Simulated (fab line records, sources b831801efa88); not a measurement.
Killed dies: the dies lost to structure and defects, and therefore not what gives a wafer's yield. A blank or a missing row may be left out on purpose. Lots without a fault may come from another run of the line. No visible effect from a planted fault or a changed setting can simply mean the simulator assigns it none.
Which of the tools did it?	flow gf180mcu	39 wafers from 13 lots sampled at 5 of the route's 602 steps

WHAT THE GAUGES SHOWED, per wafer
GF_MVSD_TW_MEAS_11. Usual: MVSD_TW gives 1579 (standard deviation 16).
lot	measured	on	MVSD_TW	flag
L300	day 4 09:53	film_metro-02	1571 1577 1572	
L301	day 4 16:10	film_metro-04	1596 1600 1588	
L304	day 5 09:07	film_metro-01	1582 1571 1570	
L305	day 5 14:47	film_metro-02	1577 1577 1586	
L306	day 5 21:38	film_metro-01	1576 1572 1577	
L308	day 6 11:15	film_metro-01	1587 1581 1585	
L309	day 6 16:27	film_metro-02	1555 1549 1554	
L310	day 6 22:40	film_metro-04	1585 1595 1592	
L311	day 7 02:50	film_metro-02	1555 1555 1552	
L312	day 7 08:25	film_metro-01	1579 1566 1568	
L314	day 7 21:50	film_metro-02	1562 1554 1561	
L315	day 8 03:07	film_metro-04	1595 1597 1603	
L322	day 9 15:59	film_metro-04	1602 1597 1598	

GF_MVPSD_OVL_MEAS_07. Usual: MVPSD_OVL gives -0.2 nm (standard deviation 1.4).
lot	measured	on	MVPSD_OVL (nm)	flag
L300	day 4 23:46	overlay-01	-1.7 -2.6 -2.8	
L301	day 5 06:25	overlay-01	-0.6 1.4 0.2	
L304	day 5 23:27	overlay-02	1.1 -0.1 1.3	
L305	day 6 05:46	overlay-02	-0.2 0.5 1.1	
L306	day 6 12:25	overlay-02	0.4 1.4 0.6	
L308	day 7 02:30	overlay-02	0.4 3.4 1.5	
L309	day 7 07:40	overlay-02	-1.8 0.3 -1.3	
L310	day 7 14:04	overlay-02	0.6 -0.4 -0.4	
L311	day 7 18:30	overlay-01	1.5 0.5 1.4	
L312	day 8 00:39	overlay-01	-2.4 -0.2 -1.1	
L314	day 8 13:06	overlay-01	0.6 1.0 0.1	
L315	day 8 19:13	overlay-02	-1.4 -1.5 -0.9	
L322	day 10 09:18	overlay-02	0.0 0.6 -1.7	

GF_VT_IMPLANT_RS_MEAS_47: measurement is done with a four-point probe. Usual: NWELL_RS gives 488.4 ohm/sq (standard deviation 1).
lot	measured	on	NWELL_RS (ohm/sq)	flag
L300	day 7 12:32	film_metro-01	489.8 489.4 489.4	
L301	day 7 19:55	film_metro-01	489.1 487.9 489.0	
L304	day 8 14:55	film_metro-01	488.3 488.6 488.7	
L305	day 8 21:10	film_metro-01	490.0 490.2 489.8	
L306	day 9 05:05	film_metro-02	486.9 487.2 488.3	
L308	day 9 21:14	film_metro-02	487.0 488.3 488.8	
L309	day 10 03:21	film_metro-04	487.2 487.7 488.3	
L310	day 10 09:38	film_metro-04	487.4 487.2 488.8	
L311	day 10 14:34	film_metro-01	488.3 489.1 489.6	
L312	day 10 22:34	film_metro-02	487.8 487.8 487.5	
L314	day 11 13:14	film_metro-04	489.3 486.7 489.5	
L315	day 11 19:49	film_metro-02	481.0 481.7 481.6	OFF
L322	day 13 15:31	film_metro-04	481.7 481.7 482.0	OFF

WHICH TOOL RAN EACH LOT (tool, then ch and the chambers of the sampled wafers, then the start)
lot	GF_NWELL_IMPLANT_09	GF_VT_IMPLANT_STRIP_20
L300	implanter-03 ch 0, day 3 07:10	plasma_asher-03 ch 0,1, day 6 05:11
L301	implanter-03 ch 0, day 3 13:02	plasma_asher-04 ch 0,1, day 6 11:53
L304	implanter-03 ch 0, day 4 04:41	plasma_asher-04 ch 0,1, day 7 07:05
L305	implanter-01 ch 0, day 4 09:35	plasma_asher-01 ch 0,1, day 7 13:14
L306	implanter-03 ch 0, day 4 16:09	plasma_asher-04 ch 0,1, day 7 19:47
L308	implanter-03 ch 0, day 5 05:04	plasma_asher-03 ch 0,1, day 8 10:56
L309	implanter-01 ch 0, day 5 09:14	plasma_asher-03 ch 0,1, day 8 15:46
L310	implanter-01 ch 0, day 5 15:15	plasma_asher-03 ch 0, day 8 22:17
L311	implanter-01 ch 0, day 5 19:11	plasma_asher-03 ch 0,1, day 9 02:44
L312	implanter-03 ch 0, day 6 01:26	plasma_asher-04 ch 0,1, day 9 10:11
L314	implanter-01 ch 0, day 6 14:00	plasma_asher-01 ch 0,1, day 9 23:41
L315	implanter-01 ch 0, day 6 18:26	plasma_asher-01 ch 0,1, day 10 06:11
L322	implanter-01 ch 0, day 8 06:32	plasma_asher-03 ch 0,1, day 11 23:23
- GF_NWELL_IMPLANT_09
- GF_VT_IMPLANT_STRIP_20: strips in O2/N2.

AS READ BY THE TOOLS THEMSELVES (means over the sampled wafers that have a number; for cases with no such wafer, the mark the record gives instead)
GF_NWELL_IMPLANT_09. Usual: dose_ions_cm2 4e+12, standard deviation 4e+09; faraday_current_uA 22.5, standard deviation 0.47.
lot	tool	dose_ions_cm2	faraday_current_uA	flag
L300	implanter-03	4e+12	22.5	
L301	implanter-03	4e+12	22.5	
L304	implanter-03	4e+12	22.1	
L305	implanter-01	4e+12	22.5	
L306	implanter-03	4e+12	22.5	
L308	implanter-03	4e+12	22.2	
L309	implanter-01	4e+12	22.7	
L310	implanter-01	4e+12	22.8	
L311	implanter-01	4e+12	21.9	
L312	implanter-03	4e+12	22.5	
L314	implanter-01	4e+12	22.5	
L315	implanter-01	4e+12	23.8	
L322	implanter-01	4e+12	24.8	OFF

GF_VT_IMPLANT_STRIP_20. Usual: drypump_motor_current_A 5.5 A, standard deviation 0.38; heater_power_w 334 W, standard deviation 26; oes_product_au 0.716 a.u., standard deviation 0.0046; platen_temp_c 249.99 C, standard deviation 0.17; strip_time_to_endpoint_s 12.629 s, standard deviation 0.029.
lot	tool	drypump_motor_current_A (A)	heater_power_w (W)	oes_product_au (a.u.)	platen_temp_c (C)	strip_time_to_endpoint_s (s)	flag
L300	plasma_asher-03	5.6	310	0.716	249.90	12.660	
L301	plasma_asher-04	5.6	362	0.717	249.96	12.646	
L304	plasma_asher-04	5.6	339	0.716	250.00	12.629	
L305	plasma_asher-01	5.4	349	0.719	250.00	12.593	
L306	plasma_asher-04	5.6	345	0.718	250.04	12.611	
L308	plasma_asher-03	5.6	314	0.718	249.98	12.572	
L309	plasma_asher-03	5.6	309	0.716	250.10	12.588	
L310	plasma_asher-03	5.4	297	0.714	250.00	12.607	
L311	plasma_asher-03	5.6	311	0.713	249.84	12.623	
L312	plasma_asher-04	5.6	344	0.713	250.15	12.644	
L314	plasma_asher-01	5.1	341	0.714	249.80	12.608	
L315	plasma_asher-01	5.1	339	0.720	250.00	12.655	
L322	plasma_asher-03	5.9	320	0.717	250.04	12.628	

THE ANSWER, worked out from the rows above alone
Rule: lot off if the mean of its wafers having a number is beyond 3 standard deviations from the usual mean. Also off: a lot with no number at a reading for which 4 or more lots have one. Where the step has rows for the other lots, those lots are counted as sound. The gauges are gone through in route order, then the tools' own readings, and for those a lot's mean is taken as printed above. At the first step where some lot is off, the reading lying furthest off is the one used; lots without a number count as furthest.
Off: L315, L322, seen at GF_VT_IMPLANT_RS_MEAS_47 (NWELL_RS).
If a tool, at a process step before that reading, ran all the lots that are off and no sound lot after the first of them, it fits. The gauges at GF_VT_IMPLANT_RS_MEAS_47 are tried like those tools. One fits: GF_NWELL_IMPLANT_09 on implanter-01. A fault onset in the window from L314 (day 6 14:00, its last sound lot) to L315 (day 6 18:26, its first lot off) fits.
On the lots that are off, the tool's own readings at GF_NWELL_IMPLANT_09 differ by more than 5 times the standard deviation of the sound lots' means, which bears it out; faraday_current_uA reads 24.3 there versus 22.4 on the sound lots.

WHAT HAD BEEN PUT IN BY THE SIMULATOR
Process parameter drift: implanter-01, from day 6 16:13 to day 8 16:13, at GF_NWELL_IMPLANT_09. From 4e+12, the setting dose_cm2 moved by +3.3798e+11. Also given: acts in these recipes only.
Struck lots among those shown: L315, L322. Same finding as the rule above.
